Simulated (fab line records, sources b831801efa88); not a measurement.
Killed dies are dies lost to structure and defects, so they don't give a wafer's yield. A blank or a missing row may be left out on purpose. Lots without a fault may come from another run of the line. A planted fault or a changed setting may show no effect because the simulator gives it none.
Which tool did it? | flow sky130 | 15 lots, 45 wafers sampled, at 2 steps of a route of 708

WHAT THE GAUGES READ, wafer by wafer
SKY_METAL3_CD_MEAS_13: target cd 300 nm. Usual: cd_nm 299.8 nm, standard deviation 1.7.
lot  | measured     | on        | cd_nm (nm)        | flag
L482 | day 38 17:38 | cd_sem-01 | 297.0 297.2 297.8 |
L486 | day 39 21:53 | cd_sem-01 | 298.5 299.2 298.8 |
L487 | day 40 10:13 | cd_sem-01 | 300.4 302.0 303.1 |
L488 | day 40 20:10 | cd_sem-01 | 299.6 299.3 299.7 |
L489 | day 41 07:20 | cd_sem-02 | 297.9 298.9 299.0 |
L490 | day 41 12:35 | cd_sem-02 | 299.7 298.9 299.0 |
L492 | day 41 22:37 | cd_sem-02 | 300.9 301.7 300.2 |
L491 | day 42 00:43 | cd_sem-01 | 298.7 299.1 299.3 |
L493 | day 42 09:47 | cd_sem-01 | 299.6 299.3 299.5 |
L497 | day 43 07:25 | cd_sem-02 | 301.0 299.6 299.3 |
L498 | day 43 11:56 | cd_sem-01 | 298.9 299.3 298.8 |
L500 | day 43 20:48 | cd_sem-02 | 300.2 298.3 298.2 |
L504 | day 44 19:08 | cd_sem-01 | 299.5 299.6 299.5 |
L505 | day 44 22:50 | cd_sem-01 | 302.1 301.3 302.8 |
L503 | day 45 04:19 | cd_sem-02 | 300.2 298.6 298.7 |

SKY_VIA3_BOW_MEAS_03. Usual: VIA3_BOW 80 um, standard deviation 8.8.
lot  | measured     | on            | VIA3_BOW (um) | flag
L482 | day 38 19:20 | film_metro-03 | 77 70 77      |
L486 | day 39 23:37 | film_metro-01 | 84 83 100     |
L487 | day 40 11:49 | film_metro-03 | 91 73 83      |
L488 | day 40 21:48 | film_metro-03 | 82 70 75      |
L489 | day 41 08:59 | film_metro-04 | 76 73 80      |
L490 | day 41 14:14 | film_metro-03 | 87 73 59      |
L492 | day 42 00:15 | film_metro-04 | 68 72 77      |
L491 | day 42 02:45 | film_metro-04 | 83 78 81      |
L493 | day 42 11:23 | film_metro-04 | 77 81 78      |
L497 | day 43 09:17 | film_metro-03 | 90 80 67      |
L498 | day 43 13:43 | film_metro-03 | 81 71 88      |
L500 | day 43 22:35 | film_metro-01 | 97 90 82      |
L504 | day 44 20:58 | film_metro-01 | 94 83 83      |
L505 | day 45 00:26 | film_metro-03 | 71 77 77      |
L503 | day 45 06:02 | film_metro-04 | 76 86 90      |

WHICH TOOL RAN EACH LOT (tool, then ch and the chambers of the sampled wafers, then the start)
The record holds no process step before these readings.

WHAT THE TOOLS THEMSELVES READ (means of the sampled wafers that have a number; where no wafer has one, the mark that the record gives instead)
The record holds no such reading with a usual standard deviation.

THE ANSWER, worked out from the rows above alone
Rule: a lot is off if the mean of its wafers that have a number lies more than 3 standard deviations from the usual mean. A lot without any number at a reading at which 4 lots or more have one is off too. The other lots that the step has rows for count as sound. The gauges are gone through in route order, then the tools' own readings, and for those a lot's mean is taken as printed above. The first step at which some lot is off is used, and at that step the reading that is off furthest; a lot without a number counts as furthest.
No lot is off at any reading shown: from this, nothing can be told.

WHAT THE SIMULATOR HAD PUT IN
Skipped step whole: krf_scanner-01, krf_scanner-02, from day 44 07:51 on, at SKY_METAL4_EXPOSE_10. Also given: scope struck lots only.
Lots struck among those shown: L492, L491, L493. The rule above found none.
